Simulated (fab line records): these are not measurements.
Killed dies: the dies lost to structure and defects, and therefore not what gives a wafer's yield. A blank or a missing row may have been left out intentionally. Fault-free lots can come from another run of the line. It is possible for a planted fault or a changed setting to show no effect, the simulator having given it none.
Which tool was responsible? -- flow sky130 -- 36 wafers from 12 lots sampled at 4 of the route's 708 steps

WHAT THE GAUGES SHOWED, per wafer
Not one reading of a measure or inspect step in the record can be checked against a usual standard deviation.

EACH LOT AND THE TOOL THAT RAN IT (in order: tool; ch and the chambers of the sampled wafers; start)
lot,SKY_VIA1_ETCH_14,SKY_VIA1_ETCH_15,SKY_VIA1_STRIP_16,SKY_PAD_OPEN_PROBE_99
L255,"rie-diel-02 ch 0,2,3, day 35 14:13","rie-diel-02 ch 0,2,3, day 35 14:15","plasma-asher-03 ch 0,1, day 35 14:18",-
L257,"rie-diel-01 ch 1,2,3, day 35 14:55","rie-diel-01 ch 1,2,3, day 35 14:57","plasma-asher-03 ch 0,1, day 35 15:00","prober-02, day 47 02:03"
L256,"rie-diel-02 ch 0,3, day 35 17:19","rie-diel-02 ch 0,3, day 35 17:21","plasma-asher-04 ch 0,1, day 35 17:24",-
L259,"rie-diel-03 ch 0,1,2, day 36 01:58","rie-diel-03 ch 0,1,2, day 36 02:00","plasma-asher-02 ch 0,1, day 36 02:03",-
L262,"rie-diel-02 ch 0,2,3, day 37 02:56","rie-diel-02 ch 0,2,3, day 37 02:58","plasma-asher-02 ch 0,1, day 37 03:01","prober-02, day 48 05:50"
L263,"rie-diel-02 ch 1,2,3, day 37 14:00","rie-diel-02 ch 1,2,3, day 37 14:02","plasma-asher-02 ch 0,1, day 37 14:05","prober-01, day 48 12:44"
L268,"rie-diel-01 ch 0,1,3, day 38 21:58","rie-diel-01 ch 0,1,3, day 38 22:00","plasma-asher-04 ch 0,1, day 38 22:03","prober-02, day 49 13:56"
L269,"rie-diel-03 ch 0,2,3, day 39 06:45","rie-diel-03 ch 0,2,3, day 39 06:47","plasma-asher-03 ch 0,1, day 39 06:50","prober-02, day 49 18:39"
L271,"rie-diel-01 ch 0,1, day 39 11:31","rie-diel-01 ch 0,1, day 39 11:33","plasma-asher-02 ch 0,1, day 39 11:36","prober-01, day 49 22:53"
L273,"rie-diel-03 ch 1,2,3, day 40 02:46","rie-diel-03 ch 1,2,3, day 40 02:49","plasma-asher-02 ch 0,1, day 40 02:51","prober-01, day 50 07:58"
L276,"rie-diel-03 ch 0,1,3, day 40 11:40","rie-diel-03 ch 0,1,3, day 40 11:43","plasma-asher-03 ch 0,1, day 40 11:46",-
L277,"rie-diel-02 ch 0,1, day 40 17:55","rie-diel-02 ch 0,1, day 40 17:58","plasma-asher-03 ch 1, day 40 18:00","prober-02, day 50 17:57"
- SKY_VIA1_ETCH_14: etches BARC in N2/H2, stops on SiO2, time 45.9 s, target depth 60 nm.
- SKY_VIA1_ETCH_15: etches SiO2 in C4F8/O2/Ar, stops on TiN, target depth 351 nm, time 54 s.
- SKY_VIA1_STRIP_16: strips in O2/N2.
- SKY_PAD_OPEN_PROBE_99

WHAT THE TOOLS THEMSELVES READ (means of the sampled wafers that have a number; where no wafer has one, the mark that the record gives instead)
SKY_VIA1_ETCH_14. Usual: drypump-motor-current-A 5.7 A, standard deviation 0.37; n2-flow-sccm 100.0 sccm, standard deviation 0.31; oes-product-au 0.855 a.u., standard deviation 0.005; throttle-valve-pct 13.225 %, standard deviation 0.0082.
lot,tool,drypump-motor-current-A (A),n2-flow-sccm (sccm),oes-product-au (a.u.),throttle-valve-pct (%),flag
L255,rie-diel-02,5.3,100.3,0.852,13.225,
L257,rie-diel-01,6.0,100.3,0.852,13.221,
L256,rie-diel-02,5.3,99.5,0.857,13.222,
L259,rie-diel-03,5.7,100.0,0.849,13.234,
L262,rie-diel-02,5.3,99.8,0.779,13.218,OFF
L263,rie-diel-02,5.6,99.9,0.779,13.218,OFF
L268,rie-diel-01,5.8,99.9,0.848,13.229,
L269,rie-diel-03,5.8,100.0,0.853,13.230,
L271,rie-diel-01,5.7,99.9,0.854,13.219,
L273,rie-diel-03,5.6,100.2,0.861,13.219,
L276,rie-diel-03,5.8,99.9,0.853,13.222,
L277,rie-diel-02,5.8,100.1,0.852,13.220,

SKY_VIA1_ETCH_15. Usual: oes-product-au 0.982 a.u., standard deviation 0.006.
lot,tool,oes-product-au (a.u.),flag
L255,rie-diel-02,0.989,
L257,rie-diel-01,0.977,
L256,rie-diel-02,0.984,
L259,rie-diel-03,0.989,
L262,rie-diel-02,0.587,OFF
L263,rie-diel-02,0.582,OFF
L268,rie-diel-01,0.981,
L269,rie-diel-03,0.979,
L271,rie-diel-01,0.986,
L273,rie-diel-03,0.983,
L276,rie-diel-03,0.981,
L277,rie-diel-02,0.980,

SKY_VIA1_STRIP_16. Usual: drypump-motor-current-A 5.9 A, standard deviation 0.51; n2-flow-sccm 300.0 sccm, standard deviation 0.82; oes-product-au 0.416 a.u., standard deviation 0.0045; strip-time-to-endpoint-s 4.461 s, standard deviation 0.023.
lot,tool,drypump-motor-current-A (A),n2-flow-sccm (sccm),oes-product-au (a.u.),strip-time-to-endpoint-s (s),flag
L255,plasma-asher-03,5.8,300.3,0.411,4.476,
L257,plasma-asher-03,5.8,299.7,0.417,4.467,
L256,plasma-asher-04,5.6,300.0,0.415,4.444,
L259,plasma-asher-02,6.0,299.1,0.415,4.443,
L262,plasma-asher-02,6.0,299.6,0.420,4.590,OFF
L263,plasma-asher-02,6.0,300.3,0.418,4.579,OFF
L268,plasma-asher-04,5.3,299.7,0.415,4.465,
L269,plasma-asher-03,5.8,299.5,0.423,4.470,
L271,plasma-asher-02,6.3,299.9,0.416,4.458,
L273,plasma-asher-02,6.4,300.0,0.420,4.482,
L276,plasma-asher-03,6.0,299.6,0.420,4.460,
L277,plasma-asher-03,5.6,300.4,0.415,4.463,

SKY_PAD_OPEN_PROBE_99. Usual: defect-limited-yield 82.3 %, standard deviation 1.9; killed_at_M0_to_M3 44, standard deviation 6.5; killed_at_M4_up 3.3, standard deviation 1.9; killed-at-contacts 24, standard deviation 5.3; killed-at-front-end 15, standard deviation 4.5; killed-at-other 0.3, standard deviation 0.58; killed-dies 87, standard deviation 9.3; killed-on-rim 17, standard deviation 4.2; killed-open 48, standard deviation 6.6; killed-short 39, standard deviation 6.1; sort_bin_3_pad_short 0.9 %, standard deviation 0.46; sort_bin_5_function 10.5 %, standard deviation 1.6; sort_bin_6_memory 6.3 %, standard deviation 1.1; sort-n-pass 405, standard deviation 9.3; sort-yield-pct 82.3 %, standard deviation 1.9.
lot,tool,defect-limited-yield (%),killed_at_M0_to_M3,killed_at_M4_up,killed-at-contacts,killed-at-front-end,killed-at-other,killed-dies,killed-on-rim,killed-open,killed-short,sort_bin_3_pad_short (%),sort_bin_5_function (%),sort_bin_6_memory (%),sort-n-pass,sort-yield-pct (%),flag
L257,prober-02,83.7,41,3.7,18,17,0.0,80,16,40,40,1.2,9.8,5.2,412,83.7,
L262,prober-02,28.2,312,2.0,20,19,0.0,353,68,47,36,1.1,65.7,5.0,139,28.2,OFF
L263,prober-01,27.2,313,2.3,21,22,0.3,358,71,46,44,1.4,65.3,6.1,134,27.2,OFF
L268,prober-02,79.1,57,6.0,22,17,0.7,103,23,55,48,0.6,12.9,7.3,389,79.1,
L269,prober-02,82.9,41,3.7,27,12,0.3,84,16,40,44,1.1,8.8,7.2,408,82.9,
L271,prober-01,79.5,51,2.7,28,19,0.0,101,22,55,46,1.2,12.7,6.6,391,79.5,
L273,prober-01,83.1,39,3.0,27,14,0.0,83,15,45,38,0.8,10.2,5.9,409,83.1,
L277,prober-02,82.1,45,3.3,26,14,0.3,88,15,49,40,0.8,11.3,5.8,404,82.1,

THE ANSWER, worked out from the rows above alone
Rule: a lot counts as off when the mean over its wafers that have a number is more than 3 standard deviations away from the usual mean. Also off: a lot with no number at a reading for which 4 or more lots have one. Where the step has rows for the other lots, those lots are counted as sound. The gauges are gone through in route order, then the tools' own readings, and for those a lot's mean is taken as printed above. At the first step where some lot is off, the reading lying furthest off is the one used; lots without a number count as furthest.
Off, at SKY_VIA1_ETCH_14 on oes-product-au: L262, L263.
A tool fits if, at that step or a process step before it, it ran every lot that is off, and no sound lot after the first of them. None of those tried fits.

WHAT HAD BEEN PUT IN BY THE SIMULATOR
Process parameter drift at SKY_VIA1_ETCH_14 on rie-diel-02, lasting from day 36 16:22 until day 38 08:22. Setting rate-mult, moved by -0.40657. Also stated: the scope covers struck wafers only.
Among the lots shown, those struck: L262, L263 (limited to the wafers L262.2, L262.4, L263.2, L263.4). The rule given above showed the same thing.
